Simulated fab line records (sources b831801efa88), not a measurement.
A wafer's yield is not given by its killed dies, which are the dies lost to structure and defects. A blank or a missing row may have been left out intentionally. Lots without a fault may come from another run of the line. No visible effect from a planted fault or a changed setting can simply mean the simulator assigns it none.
Which tool is to blame? || flow sfqLine || Sampling: 14 lots, 41 wafers, 6 of 325 route steps

## WHAT THE GAUGES SHOWED, per wafer
No reading from a measuring or inspecting step in the record can be judged against a usual standard deviation.

## TOOL THAT RAN EACH LOT (tool first, then ch and the chambers of the sampled wafers, then the start)
{"lot": "L747", "SFQ_TRILAYER_M6_BARC_OPEN_METAL_ETCH_206": "rieMetal-03 ch 0,1, day 62 08:17", "SFQ_TRILAYER_M7_DEP_SPUTTER_175": "pvdSputter-05, day 67 12:00", "SFQ_TRILAYER_I7_CMP_CMP_184": "cmp-02 ch 2,3, day 68 10:42", "SFQ_TRILAYER_I7_METRO_MEASURE_185": "filmMetro-01, day 68 13:49", "SFQ_TRILAYER_I7_VIA_ETCH_VIA_ETCH_190": "rieDiel-02 ch 1,2,3, day 68 18:25", "SFQ_TRILAYER_I7_VIA_STRIP_STRIP_191": "rieMetal-03 ch 0,1, day 68 18:32"}
{"lot": "L748", "SFQ_TRILAYER_M6_BARC_OPEN_METAL_ETCH_206": "rieMetal-03 ch 0,1, day 65 03:04", "SFQ_TRILAYER_M7_DEP_SPUTTER_175": "pvdSputter-06, day 67 20:37", "SFQ_TRILAYER_I7_CMP_CMP_184": "cmp-01 ch 0,1,2, day 68 14:34", "SFQ_TRILAYER_I7_METRO_MEASURE_185": "filmMetro-02, day 68 16:41", "SFQ_TRILAYER_I7_VIA_ETCH_VIA_ETCH_190": "rieDiel-04 ch 2,3, day 68 20:49", "SFQ_TRILAYER_I7_VIA_STRIP_STRIP_191": "rieMetal-04 ch 0,1, day 68 20:56"}
{"lot": "L749", "SFQ_TRILAYER_M6_BARC_OPEN_METAL_ETCH_206": "rieMetal-01 ch 0,1, day 68 16:35", "SFQ_TRILAYER_M7_DEP_SPUTTER_175": "pvdSputter-05, day 69 06:23", "SFQ_TRILAYER_I7_CMP_CMP_184": "cmp-02 ch 0,1,3, day 69 20:57", "SFQ_TRILAYER_I7_METRO_MEASURE_185": "filmMetro-03, day 69 23:16", "SFQ_TRILAYER_I7_VIA_ETCH_VIA_ETCH_190": "rieDiel-03 ch 1,2, day 70 02:43", "SFQ_TRILAYER_I7_VIA_STRIP_STRIP_191": "rieMetal-03 ch 0,1, day 70 02:50"}
{"lot": "L750", "SFQ_TRILAYER_M6_BARC_OPEN_METAL_ETCH_206": "rieMetal-01 ch 0,1, day 68 21:24", "SFQ_TRILAYER_M7_DEP_SPUTTER_175": "pvdSputter-03, day 72 22:44", "SFQ_TRILAYER_I7_CMP_CMP_184": "cmp-02 ch 2,3, day 73 02:27", "SFQ_TRILAYER_I7_METRO_MEASURE_185": "filmMetro-03, day 73 05:58", "SFQ_TRILAYER_I7_VIA_ETCH_VIA_ETCH_190": "rieDiel-04 ch 0,1,3, day 73 21:38", "SFQ_TRILAYER_I7_VIA_STRIP_STRIP_191": "rieMetal-02 ch 0,1, day 73 21:57"}
{"lot": "L751", "SFQ_TRILAYER_M6_BARC_OPEN_METAL_ETCH_206": "rieMetal-03 ch 0,1, day 68 22:35", "SFQ_TRILAYER_M7_DEP_SPUTTER_175": "pvdSputter-05, day 72 23:20", "SFQ_TRILAYER_I7_CMP_CMP_184": "cmp-01 ch 1,3, day 73 05:23", "SFQ_TRILAYER_I7_METRO_MEASURE_185": "filmMetro-02, day 73 08:01", "SFQ_TRILAYER_I7_VIA_ETCH_VIA_ETCH_190": "rieDiel-03 ch 0,1,3, day 73 22:50", "SFQ_TRILAYER_I7_VIA_STRIP_STRIP_191": "rieMetal-04 ch 0,1, day 73 22:57"}
{"lot": "L752", "SFQ_TRILAYER_M6_BARC_OPEN_METAL_ETCH_206": "rieMetal-01 ch 0,1, day 69 02:11", "SFQ_TRILAYER_M7_DEP_SPUTTER_175": "pvdSputter-03, day 73 00:32", "SFQ_TRILAYER_I7_CMP_CMP_184": "cmp-02 ch 1,2,3, day 73 05:57", "SFQ_TRILAYER_I7_METRO_MEASURE_185": "filmMetro-03, day 73 08:34", "SFQ_TRILAYER_I7_VIA_ETCH_VIA_ETCH_190": "rieDiel-02 ch 0,2, day 74 00:12", "SFQ_TRILAYER_I7_VIA_STRIP_STRIP_191": "rieMetal-04 ch 0,1, day 74 00:19"}
{"lot": "L753", "SFQ_TRILAYER_M6_BARC_OPEN_METAL_ETCH_206": "rieMetal-01 ch 0,1, day 69 07:37", "SFQ_TRILAYER_M7_DEP_SPUTTER_175": "pvdSputter-05, day 73 10:08", "SFQ_TRILAYER_I7_CMP_CMP_184": "cmp-02 ch 0,3, day 73 16:09", "SFQ_TRILAYER_I7_METRO_MEASURE_185": "filmMetro-01, day 73 18:46", "SFQ_TRILAYER_I7_VIA_ETCH_VIA_ETCH_190": "rieDiel-04 ch 0,1, day 74 01:14", "SFQ_TRILAYER_I7_VIA_STRIP_STRIP_191": "rieMetal-02 ch 0,1, day 74 01:21"}
{"lot": "L754", "SFQ_TRILAYER_M6_BARC_OPEN_METAL_ETCH_206": "rieMetal-01 ch 0,1, day 69 10:01", "SFQ_TRILAYER_M7_DEP_SPUTTER_175": "pvdSputter-03, day 73 14:56", "SFQ_TRILAYER_I7_CMP_CMP_184": "cmp-01 ch 2,3, day 73 19:41", "SFQ_TRILAYER_I7_METRO_MEASURE_185": "filmMetro-03, day 73 22:49", "SFQ_TRILAYER_I7_VIA_ETCH_VIA_ETCH_190": "rieDiel-03 ch 0,2,3, day 74 02:26", "SFQ_TRILAYER_I7_VIA_STRIP_STRIP_191": "rieMetal-04 ch 0,1, day 74 02:33"}
{"lot": "L755", "SFQ_TRILAYER_M6_BARC_OPEN_METAL_ETCH_206": "rieMetal-01 ch 0,1, day 70 13:40", "SFQ_TRILAYER_M7_DEP_SPUTTER_175": "pvdSputter-03, day 74 16:15", "SFQ_TRILAYER_I7_CMP_CMP_184": "cmp-01 ch 1,2, day 75 02:02", "SFQ_TRILAYER_I7_METRO_MEASURE_185": "filmMetro-01, day 75 05:21", "SFQ_TRILAYER_I7_VIA_ETCH_VIA_ETCH_190": "rieDiel-04 ch 1,3, day 78 22:41", "SFQ_TRILAYER_I7_VIA_STRIP_STRIP_191": "rieMetal-04 ch 0,1, day 78 22:51"}
{"lot": "L756", "SFQ_TRILAYER_M6_BARC_OPEN_METAL_ETCH_206": "rieMetal-01 ch 0,1, day 70 16:04", "SFQ_TRILAYER_M7_DEP_SPUTTER_175": "pvdSputter-06, day 74 18:39", "SFQ_TRILAYER_I7_CMP_CMP_184": "cmp-02 ch 2,3, day 75 04:11", "SFQ_TRILAYER_I7_METRO_MEASURE_185": "filmMetro-02, day 75 06:48", "SFQ_TRILAYER_I7_VIA_ETCH_VIA_ETCH_190": "rieDiel-03 ch 1,2, day 78 23:52", "SFQ_TRILAYER_I7_VIA_STRIP_STRIP_191": "rieMetal-02 ch 0,1, day 78 23:58"}
{"lot": "L757", "SFQ_TRILAYER_M6_BARC_OPEN_METAL_ETCH_206": "rieMetal-01 ch 0,1, day 70 22:04", "SFQ_TRILAYER_M7_DEP_SPUTTER_175": "pvdSputter-03, day 74 22:15", "SFQ_TRILAYER_I7_CMP_CMP_184": "cmp-02 ch 0,1, day 75 07:11", "SFQ_TRILAYER_I7_METRO_MEASURE_185": "filmMetro-02, day 75 10:00", "SFQ_TRILAYER_I7_VIA_ETCH_VIA_ETCH_190": "rieDiel-02 ch 1,2, day 79 04:47", "SFQ_TRILAYER_I7_VIA_STRIP_STRIP_191": "rieMetal-02 ch 0,1, day 79 04:54"}
{"lot": "L766", "SFQ_TRILAYER_M6_BARC_OPEN_METAL_ETCH_206": "rieMetal-01 ch 0,1, day 74 14:04", "SFQ_TRILAYER_M7_DEP_SPUTTER_175": "pvdSputter-03, day 78 15:11", "SFQ_TRILAYER_I7_CMP_CMP_184": "cmp-01 ch 0,2,3, day 78 20:32", "SFQ_TRILAYER_I7_METRO_MEASURE_185": "filmMetro-01, day 78 22:40", "SFQ_TRILAYER_I7_VIA_ETCH_VIA_ETCH_190": "rieDiel-02 ch 0,1,2, day 82 10:57", "SFQ_TRILAYER_I7_VIA_STRIP_STRIP_191": "rieMetal-03 ch 0,1, day 82 11:04"}
{"lot": "L767", "SFQ_TRILAYER_M6_BARC_OPEN_METAL_ETCH_206": "rieMetal-03 ch 0,1, day 74 16:34", "SFQ_TRILAYER_M7_DEP_SPUTTER_175": "pvdSputter-05, day 78 19:59", "SFQ_TRILAYER_I7_CMP_CMP_184": "cmp-01 ch 2,3, day 78 23:36", "SFQ_TRILAYER_I7_METRO_MEASURE_185": "filmMetro-03, day 79 02:43", "SFQ_TRILAYER_I7_VIA_ETCH_VIA_ETCH_190": "rieDiel-03 ch 0,1, day 82 15:45", "SFQ_TRILAYER_I7_VIA_STRIP_STRIP_191": "rieMetal-03 ch 0,1, day 82 15:52"}
{"lot": "L770", "SFQ_TRILAYER_M6_BARC_OPEN_METAL_ETCH_206": "rieMetal-03 ch 0,1, day 76 14:08", "SFQ_TRILAYER_M7_DEP_SPUTTER_175": "pvdSputter-05, day 79 07:08", "SFQ_TRILAYER_I7_CMP_CMP_184": "cmp-02 ch 0,2,3, day 79 18:22", "SFQ_TRILAYER_I7_METRO_MEASURE_185": "filmMetro-02, day 79 20:59", "SFQ_TRILAYER_I7_VIA_ETCH_VIA_ETCH_190": "rieDiel-03 ch 0,1,3, day 83 06:48", "SFQ_TRILAYER_I7_VIA_STRIP_STRIP_191": "rieMetal-02 ch 0,1, day 83 06:55"}
- SFQ_TRILAYER_M6_BARC_OPEN_METAL_ETCH_206: etches BARC in O2, target depth 125 nm, time 41.7 s.
- SFQ_TRILAYER_M7_DEP_SPUTTER_175: material Nb, target thk 200 nm, time 133.3 s.
- SFQ_TRILAYER_I7_CMP_CMP_184: polishes SiO2.
- SFQ_TRILAYER_I7_METRO_MEASURE_185
- SFQ_TRILAYER_I7_VIA_ETCH_VIA_ETCH_190: etches SiO2 in CHF3, stops on Nb, target depth 260 nm.
- SFQ_TRILAYER_I7_VIA_STRIP_STRIP_191: strips in O2.

## WHAT THE TOOLS THEMSELVES READ (means of the sampled wafers that have a number; where no wafer has one, the mark that the record gives instead)
SFQ_TRILAYER_M6_BARC_OPEN_METAL_ETCH_206.
{"lot": "L747", "tool": "rieMetal-03", "drypumpMotorCurrentA (A)": 5.5, "oesProductAu (a.u.)": 0.687}
{"lot": "L748", "tool": "rieMetal-03", "drypumpMotorCurrentA (A)": 5.5, "oesProductAu (a.u.)": 0.688}
{"lot": "L749", "tool": "rieMetal-01", "drypumpMotorCurrentA (A)": 5.6, "oesProductAu (a.u.)": 0.682}
{"lot": "L750", "tool": "rieMetal-01", "drypumpMotorCurrentA (A)": 5.8, "oesProductAu (a.u.)": 0.687}
{"lot": "L751", "tool": "rieMetal-03", "drypumpMotorCurrentA (A)": 5.2, "oesProductAu (a.u.)": 0.689}
{"lot": "L752", "tool": "rieMetal-01", "drypumpMotorCurrentA (A)": 5.6, "oesProductAu (a.u.)": 0.684}
{"lot": "L753", "tool": "rieMetal-01", "drypumpMotorCurrentA (A)": 5.6, "oesProductAu (a.u.)": 0.683}
{"lot": "L754", "tool": "rieMetal-01", "drypumpMotorCurrentA (A)": 5.6, "oesProductAu (a.u.)": 0.688}
{"lot": "L755", "tool": "rieMetal-01", "drypumpMotorCurrentA (A)": 5.6, "oesProductAu (a.u.)": 0.684}
{"lot": "L756", "tool": "rieMetal-01", "drypumpMotorCurrentA (A)": 5.8, "oesProductAu (a.u.)": 0.685}
{"lot": "L757", "tool": "rieMetal-01", "drypumpMotorCurrentA (A)": 5.8, "oesProductAu (a.u.)": 0.684}
{"lot": "L766", "tool": "rieMetal-01", "drypumpMotorCurrentA (A)": 5.8, "oesProductAu (a.u.)": 0.687}
{"lot": "L767", "tool": "rieMetal-03", "drypumpMotorCurrentA (A)": 5.3, "oesProductAu (a.u.)": 0.683}
{"lot": "L770", "tool": "rieMetal-03", "drypumpMotorCurrentA (A)": 5.5, "oesProductAu (a.u.)": 0.688}

SFQ_TRILAYER_M7_DEP_SPUTTER_175.
{"lot": "L747", "tool": "pvdSputter-05", "throttleValvePct (%)": 30.0}
{"lot": "L748", "tool": "pvdSputter-06", "throttleValvePct (%)": 30.3}
{"lot": "L749", "tool": "pvdSputter-05", "throttleValvePct (%)": 28.9}
{"lot": "L750", "tool": "pvdSputter-03", "throttleValvePct (%)": 29.1}
{"lot": "L751", "tool": "pvdSputter-05", "throttleValvePct (%)": 31.3}
{"lot": "L752", "tool": "pvdSputter-03", "throttleValvePct (%)": 30.3}
{"lot": "L753", "tool": "pvdSputter-05", "throttleValvePct (%)": 29.8}
{"lot": "L754", "tool": "pvdSputter-03", "throttleValvePct (%)": 30.0}
{"lot": "L755", "tool": "pvdSputter-03", "throttleValvePct (%)": 29.0}
{"lot": "L756", "tool": "pvdSputter-06", "throttleValvePct (%)": 30.3}
{"lot": "L757", "tool": "pvdSputter-03", "throttleValvePct (%)": 30.1}
{"lot": "L766", "tool": "pvdSputter-03", "throttleValvePct (%)": 30.1}
{"lot": "L767", "tool": "pvdSputter-05", "throttleValvePct (%)": 30.4}
{"lot": "L770", "tool": "pvdSputter-05", "throttleValvePct (%)": 31.6}

SFQ_TRILAYER_I7_CMP_CMP_184.
{"lot": "L747", "tool": "cmp-02", "motorCurrentA (A)": 9.0, "timeToEndpointS (s)": 204}
{"lot": "L748", "tool": "cmp-01", "motorCurrentA (A)": 9.1, "timeToEndpointS (s)": 218}
{"lot": "L749", "tool": "cmp-02", "motorCurrentA (A)": 9.5, "timeToEndpointS (s)": 208}
{"lot": "L750", "tool": "cmp-02", "motorCurrentA (A)": 8.8, "timeToEndpointS (s)": 215}
{"lot": "L751", "tool": "cmp-01", "motorCurrentA (A)": 9.4, "timeToEndpointS (s)": 218}
{"lot": "L752", "tool": "cmp-02", "motorCurrentA (A)": 9.6, "timeToEndpointS (s)": 220}
{"lot": "L753", "tool": "cmp-02", "motorCurrentA (A)": 9.0, "timeToEndpointS (s)": 215}
{"lot": "L754", "tool": "cmp-01", "motorCurrentA (A)": 10.5, "timeToEndpointS (s)": 228}
{"lot": "L755", "tool": "cmp-01", "motorCurrentA (A)": 9.3, "timeToEndpointS (s)": 223}
{"lot": "L756", "tool": "cmp-02", "motorCurrentA (A)": 8.8, "timeToEndpointS (s)": 212}
{"lot": "L757", "tool": "cmp-02", "motorCurrentA (A)": 9.7, "timeToEndpointS (s)": 219}
{"lot": "L766", "tool": "cmp-01", "motorCurrentA (A)": 10.2, "timeToEndpointS (s)": 186}
{"lot": "L767", "tool": "cmp-01", "motorCurrentA (A)": 10.2, "timeToEndpointS (s)": 184}
{"lot": "L770", "tool": "cmp-02", "motorCurrentA (A)": 9.0, "timeToEndpointS (s)": 206}

SFQ_TRILAYER_I7_METRO_MEASURE_185.
{"lot": "L747", "tool": "filmMetro-01", "thkNm (nm)": 197.3}
{"lot": "L748", "tool": "filmMetro-02", "thkNm (nm)": 199.5}
{"lot": "L749", "tool": "filmMetro-03", "thkNm (nm)": 200.7}
{"lot": "L750", "tool": "filmMetro-03", "thkNm (nm)": 199.0}
{"lot": "L751", "tool": "filmMetro-02", "thkNm (nm)": 201.2}
{"lot": "L752", "tool": "filmMetro-03", "thkNm (nm)": 198.9}
{"lot": "L753", "tool": "filmMetro-01", "thkNm (nm)": 199.7}
{"lot": "L754", "tool": "filmMetro-03", "thkNm (nm)": 201.0}
{"lot": "L755", "tool": "filmMetro-01", "thkNm (nm)": 199.1}
{"lot": "L756", "tool": "filmMetro-02", "thkNm (nm)": 198.9}
{"lot": "L757", "tool": "filmMetro-02", "thkNm (nm)": 199.0}
{"lot": "L766", "tool": "filmMetro-01", "thkNm (nm)": 232.2}
{"lot": "L767", "tool": "filmMetro-03", "thkNm (nm)": 223.9}
{"lot": "L770", "tool": "filmMetro-02", "thkNm (nm)": 199.4}

SFQ_TRILAYER_I7_VIA_ETCH_VIA_ETCH_190.
{"lot": "L747", "tool": "rieDiel-02", "drypumpMotorCurrentA (A)": 5.4, "oesProductAu (a.u.)": 0.848}
{"lot": "L748", "tool": "rieDiel-04", "drypumpMotorCurrentA (A)": 5.8, "oesProductAu (a.u.)": 0.858}
{"lot": "L749", "tool": "rieDiel-03", "drypumpMotorCurrentA (A)": 6.0, "oesProductAu (a.u.)": 0.862}
{"lot": "L750", "tool": "rieDiel-04", "drypumpMotorCurrentA (A)": 5.6, "oesProductAu (a.u.)": 0.855}
{"lot": "L751", "tool": "rieDiel-03", "drypumpMotorCurrentA (A)": 5.7, "oesProductAu (a.u.)": 0.858}
{"lot": "L752", "tool": "rieDiel-02", "drypumpMotorCurrentA (A)": 5.5, "oesProductAu (a.u.)": 0.849}
{"lot": "L753", "tool": "rieDiel-04", "drypumpMotorCurrentA (A)": 5.7, "oesProductAu (a.u.)": 0.855}
{"lot": "L754", "tool": "rieDiel-03", "drypumpMotorCurrentA (A)": 5.4, "oesProductAu (a.u.)": 0.861}
{"lot": "L755", "tool": "rieDiel-04", "drypumpMotorCurrentA (A)": 5.7, "oesProductAu (a.u.)": 0.851}
{"lot": "L756", "tool": "rieDiel-03", "drypumpMotorCurrentA (A)": 6.0, "oesProductAu (a.u.)": 0.858}
{"lot": "L757", "tool": "rieDiel-02", "drypumpMotorCurrentA (A)": 5.0, "oesProductAu (a.u.)": 0.852}
{"lot": "L766", "tool": "rieDiel-02", "drypumpMotorCurrentA (A)": 5.3, "oesProductAu (a.u.)": 0.930}
{"lot": "L767", "tool": "rieDiel-03", "drypumpMotorCurrentA (A)": 6.0, "oesProductAu (a.u.)": 0.910}
{"lot": "L770", "tool": "rieDiel-03", "drypumpMotorCurrentA (A)": 5.7, "oesProductAu (a.u.)": 0.849}

SFQ_TRILAYER_I7_VIA_STRIP_STRIP_191.
{"lot": "L747", "tool": "rieMetal-03", "drypumpMotorCurrentA (A)": 5.46, "oesProductAu (a.u.)": 1.001}
{"lot": "L748", "tool": "rieMetal-04", "drypumpMotorCurrentA (A)": 5.40, "oesProductAu (a.u.)": 1.006}
{"lot": "L749", "tool": "rieMetal-03", "drypumpMotorCurrentA (A)": 5.46, "oesProductAu (a.u.)": 0.989}
{"lot": "L750", "tool": "rieMetal-02", "drypumpMotorCurrentA (A)": 5.80, "oesProductAu (a.u.)": 1.002}
{"lot": "L751", "tool": "rieMetal-04", "drypumpMotorCurrentA (A)": 5.26, "oesProductAu (a.u.)": 1.000}
{"lot": "L752", "tool": "rieMetal-04", "drypumpMotorCurrentA (A)": 5.39, "oesProductAu (a.u.)": 1.006}
{"lot": "L753", "tool": "rieMetal-02", "drypumpMotorCurrentA (A)": 5.80, "oesProductAu (a.u.)": 0.986}
{"lot": "L754", "tool": "rieMetal-04", "drypumpMotorCurrentA (A)": 5.29, "oesProductAu (a.u.)": 1.007}
{"lot": "L755", "tool": "rieMetal-04", "drypumpMotorCurrentA (A)": 5.42, "oesProductAu (a.u.)": 1.006}
{"lot": "L756", "tool": "rieMetal-02", "drypumpMotorCurrentA (A)": 5.73, "oesProductAu (a.u.)": 0.998}
{"lot": "L757", "tool": "rieMetal-02", "drypumpMotorCurrentA (A)": 5.73, "oesProductAu (a.u.)": 0.983}
{"lot": "L766", "tool": "rieMetal-03", "drypumpMotorCurrentA (A)": 5.24, "oesProductAu (a.u.)": 0.999}
{"lot": "L767", "tool": "rieMetal-03", "drypumpMotorCurrentA (A)": 5.34, "oesProductAu (a.u.)": 0.996}
{"lot": "L770", "tool": "rieMetal-02", "drypumpMotorCurrentA (A)": 5.79, "oesProductAu (a.u.)": 0.995}

## THE ANSWER, worked out from the rows above alone
Rule: usual is defined by the lots themselves. Put in order of their means at a reading, lots are off if they are a third of the lots or fewer, leave a main group of 4 or more, and stand apart from it by a gap of 3 or more times the standard deviation of the main group's means; of several such gaps the widest counts. The tables above print the reading to a certain number of digits; a main group whose means all agree to those digits is not used. Also off: a lot with no number at a reading for which 4 or more lots have one. The other lots that the step has rows for count as sound. The gauges are gone through in route order, then the tools' own readings, and for those a lot's mean is taken as printed above. The first step at which some lot is off is used, and at that step the reading that is off furthest; a lot without a number counts as furthest.
Off at SFQ_TRILAYER_I7_METRO_MEASURE_185 (thkNm): L766, L767. Mean 199.5 nm and standard deviation 1 in the main group.
A tool fits if, at that step or a process step before it, it ran every lot that is off, and no sound lot after the first of them. One candidate fits, namely cmp-01 at SFQ_TRILAYER_I7_CMP_CMP_184. A fault onset in the window from L755 (day 75 02:02, its last sound lot) to L766 (day 78 20:32, its first lot off) fits.

## WHAT WAS PUT IN BY THE SIMULATOR
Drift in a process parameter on cmp-01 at SFQ_TRILAYER_I7_CMP_CMP_184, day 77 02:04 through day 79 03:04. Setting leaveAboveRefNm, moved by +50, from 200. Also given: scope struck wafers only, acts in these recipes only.
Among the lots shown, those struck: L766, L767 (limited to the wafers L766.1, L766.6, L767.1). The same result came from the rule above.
